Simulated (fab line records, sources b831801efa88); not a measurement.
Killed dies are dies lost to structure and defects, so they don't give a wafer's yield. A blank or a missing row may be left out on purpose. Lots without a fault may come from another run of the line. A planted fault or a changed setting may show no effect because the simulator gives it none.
Which tool did it? | flow gf180mcu | 15 lots, 45 wafers sampled, at 5 steps of a route of 602

WHAT THE GAUGES READ, wafer by wafer
GF_STI_THK_MEAS_24. Usual: STI_CVD_23_THK 653 nm, standard deviation 6.7.
lot  | measured    | on            | STI_CVD_23_THK (nm) | flag
L988 | day 2 09:10 | film_metro-04 | 666 660 657         |
L989 | day 2 13:48 | film_metro-03 | 653 656 661         |
L990 | day 3 00:34 | film_metro-02 | 656 663 663         |
L992 | day 3 08:43 | film_metro-03 | 650 661 655         |
L994 | day 3 23:38 | film_metro-03 | 652 649 637         |
L996 | day 4 08:41 | film_metro-03 | 641 649 642         |
L997 | day 4 15:25 | film_metro-02 | 644 643 655         |
L998 | day 4 15:25 | film_metro-03 | 653 656 654         |
L103 | day 5 17:41 | film_metro-03 | 655 655 647         |
L104 | day 5 18:48 | film_metro-04 | 654 651 652         |
L105 | day 6 00:10 | film_metro-03 | 650 652 651         |
L106 | day 6 07:07 | film_metro-03 | 649 656 655         |
L107 | day 6 10:47 | film_metro-04 | 649 656 647         |
L108 | day 6 15:57 | film_metro-02 | 656 655 654         |
L110 | day 7 03:30 | film_metro-02 | 642 649 646         |

GF_DNWELL_TW_MEAS_09. Usual: DNWELL_TW 1336, standard deviation 14.
lot  | measured    | on            | DNWELL_TW      | flag
L988 | day 2 23:38 | film_metro-02 | 1331 1335 1340 |
L989 | day 3 04:20 | film_metro-02 | 1334 1341 1341 |
L990 | day 3 20:05 | film_metro-02 | 1335 1329 1341 |
L992 | day 4 04:19 | film_metro-02 | 1348 1341 1343 |
L994 | day 4 18:55 | film_metro-02 | 1336 1338 1345 |
L996 | day 5 03:41 | film_metro-03 | 31 31 31       | OFF
L997 | day 5 08:22 | film_metro-01 | 30 30 30       | OFF
L998 | day 5 09:56 | film_metro-01 | 30 30 30       | OFF
L103 | day 6 11:16 | film_metro-03 | 1360 1356 1353 |
L104 | day 6 13:10 | film_metro-02 | 1355 1348 1356 |
L105 | day 6 19:22 | film_metro-03 | 1347 1346 1351 |
L106 | day 7 01:02 | film_metro-02 | 1341 1339 1341 |
L107 | day 7 05:25 | film_metro-01 | 1307 1315 1317 |
L108 | day 7 10:10 | film_metro-01 | 1318 1321 1316 |
L110 | day 7 21:58 | film_metro-02 | 1328 1333 1331 |

GF_VT_IMPLANT_TW_MEAS_10. Usual: VT_IMPLANT_TW 557, standard deviation 6.4.
lot  | measured     | on            | VT_IMPLANT_TW | flag
L988 | day 5 18:37  | film_metro-04 | 563 561 560   |
L989 | day 5 23:52  | film_metro-01 | 550 551 552   |
L990 | day 6 18:32  | film_metro-04 | 563 563 565   |
L992 | day 7 04:45  | film_metro-04 | 562 566 562   |
L994 | day 7 22:59  | film_metro-04 | 564 563 564   |
L996 | day 8 10:25  | film_metro-04 | 565 567 568   |
L997 | day 8 14:27  | film_metro-01 | 556 551 553   |
L998 | day 8 17:16  | film_metro-02 | 566 563 563   |
L103 | day 9 22:37  | film_metro-02 | 555 555 556   |
L104 | day 9 23:31  | film_metro-01 | 550 549 551   |
L105 | day 10 07:16 | film_metro-01 | 548 550 551   |
L106 | day 10 12:49 | film_metro-02 | 564 562 561   |
L107 | day 10 17:13 | film_metro-01 | 550 551 551   |
L108 | day 11 00:12 | film_metro-01 | 555 553 551   |
L110 | day 11 12:53 | film_metro-01 | 551 549 550   |

WHICH TOOL RAN EACH LOT (tool, then ch and the chambers of the sampled wafers, then the start)
lot  | GF_DNWELL_EXPOSE_04                | GF_MVPSD_STRIP_10
L988 | iline_stepper-02 ch 0, day 2 17:55 | plasma_asher-04 ch 0,1, day 5 03:45
L989 | iline_stepper-02 ch 0, day 2 22:23 | plasma_asher-01 ch 0,1, day 5 08:34
L990 | iline_stepper-01 ch 0, day 3 13:48 | plasma_asher-03 ch 0,1, day 6 03:05
L992 | iline_stepper-01 ch 0, day 3 21:59 | plasma_asher-04 ch 0,1, day 6 12:53
L994 | iline_stepper-01 ch 0, day 4 12:33 | plasma_asher-04 ch 1, day 7 07:23
L996 | iline_stepper-01, day 4 20:18      | plasma_asher-04 ch 0,1, day 7 17:59
L997 | iline_stepper-02, day 5 01:09      | plasma_asher-04 ch 0,1, day 7 22:15
L998 | iline_stepper-01, day 5 02:52      | plasma_asher-04 ch 0,1, day 8 00:32
L103 | iline_stepper-01 ch 0, day 6 03:29 | plasma_asher-01 ch 0,1, day 9 04:35
L104 | iline_stepper-01 ch 0, day 6 05:46 | plasma_asher-01 ch 0,1, day 9 06:14
L105 | iline_stepper-01 ch 0, day 6 11:39 | plasma_asher-03 ch 0,1, day 9 13:24
L106 | iline_stepper-01 ch 0, day 6 17:16 | plasma_asher-03 ch 0,1, day 9 19:32
L107 | iline_stepper-02 ch 0, day 6 21:24 | plasma_asher-03 ch 1, day 9 23:02
L108 | iline_stepper-01 ch 0, day 7 02:11 | plasma_asher-03 ch 1, day 10 05:56
L110 | iline_stepper-02 ch 0, day 7 13:49 | plasma_asher-03 ch 0,1, day 10 18:02
- GF_DNWELL_EXPOSE_04: exposes mask DNWELL, target cd 1700 nm.
- GF_MVPSD_STRIP_10: strips in O2/N2.

WHAT THE TOOLS THEMSELVES READ (means of the sampled wafers that have a number; where no wafer has one, the mark that the record gives instead)
GF_DNWELL_EXPOSE_04. Usual: exposure_dose_mJ_cm2 260.03, standard deviation 0.26; focus_offset_nm 0.0 nm, standard deviation 0.58.
lot  | tool             | exposure_dose_mJ_cm2 | focus_offset_nm (nm) | flag
L988 | iline_stepper-02 | 259.92               | 0.2                  |
L989 | iline_stepper-02 | 260.04               | -0.1                 |
L990 | iline_stepper-01 | 259.97               | 0.0                  |
L992 | iline_stepper-01 | 260.34               | -0.2                 |
L994 | iline_stepper-01 | 260.07               | -0.2                 |
L996 | iline_stepper-01 | -                    | -                    | OFF
L997 | iline_stepper-02 | -                    | -                    | OFF
L998 | iline_stepper-01 | -                    | -                    | OFF
L103 | iline_stepper-01 | 259.87               | 0.6                  |
L104 | iline_stepper-01 | 259.95               | 0.4                  |
L105 | iline_stepper-01 | 260.05               | -0.4                 |
L106 | iline_stepper-01 | 260.30               | -0.8                 |
L107 | iline_stepper-02 | 259.69               | -0.1                 |
L108 | iline_stepper-01 | 259.93               | 0.0                  |
L110 | iline_stepper-02 | 259.72               | -0.1                 |

GF_MVPSD_STRIP_10. Usual: drypump_motor_current_A 5.6 A, standard deviation 0.33; heater_power_w 324 W, standard deviation 22; oes_product_au 0.722 a.u., standard deviation 0.0046; strip_time_to_endpoint_s 37.01 s, standard deviation 0.097.
lot  | tool            | drypump_motor_current_A (A) | heater_power_w (W) | oes_product_au (a.u.) | strip_time_to_endpoint_s (s) | flag
L988 | plasma_asher-04 | 5.2                         | 302                | 0.724                 | 36.88                        |
L989 | plasma_asher-01 | 5.8                         | 318                | 0.718                 | 37.10                        |
L990 | plasma_asher-03 | 5.9                         | 335                | 0.723                 | 37.14                        |
L992 | plasma_asher-04 | 5.2                         | 307                | 0.725                 | 36.84                        |
L994 | plasma_asher-04 | 5.2                         | 302                | 0.725                 | 37.03                        |
L996 | plasma_asher-04 | 5.2                         | 309                | 0.724                 | 37.14                        |
L997 | plasma_asher-04 | 5.2                         | 305                | 0.726                 | 37.02                        |
L998 | plasma_asher-04 | 5.2                         | 304                | 0.718                 | 36.96                        |
L103 | plasma_asher-01 | 5.8                         | 322                | 0.721                 | 36.97                        |
L104 | plasma_asher-01 | 5.9                         | 344                | 0.720                 | 37.09                        |
L105 | plasma_asher-03 | 5.8                         | 336                | 0.721                 | 36.96                        |
L106 | plasma_asher-03 | 5.8                         | 336                | 0.719                 | 37.18                        |
L107 | plasma_asher-03 | 5.8                         | 322                | 0.723                 | 37.00                        |
L108 | plasma_asher-03 | 5.8                         | 321                | 0.723                 | 37.00                        |
L110 | plasma_asher-03 | 5.8                         | 331                | 0.723                 | 37.04                        |

THE ANSWER, worked out from the rows above alone
Rule: a lot is off if the mean of its wafers that have a number lies more than 3 standard deviations from the usual mean. A lot without any number at a reading at which 4 lots or more have one is off too. The other lots that the step has rows for count as sound. The gauges are gone through in route order, then the tools' own readings, and for those a lot's mean is taken as printed above. The first step at which some lot is off is used, and at that step the reading that is off furthest; a lot without a number counts as furthest.
Off: L996, L997, L998, at GF_DNWELL_TW_MEAS_09 (DNWELL_TW).
A tool fits if, at a process step before that reading, it ran every lot that is off, and no sound lot after the first of them. The gauges at GF_DNWELL_TW_MEAS_09 aren't tried: what is off there is off at GF_DNWELL_EXPOSE_04 too, on other tools, and a gauge's error can't cause that. None of those tried fits.

WHAT THE SIMULATOR HAD PUT IN
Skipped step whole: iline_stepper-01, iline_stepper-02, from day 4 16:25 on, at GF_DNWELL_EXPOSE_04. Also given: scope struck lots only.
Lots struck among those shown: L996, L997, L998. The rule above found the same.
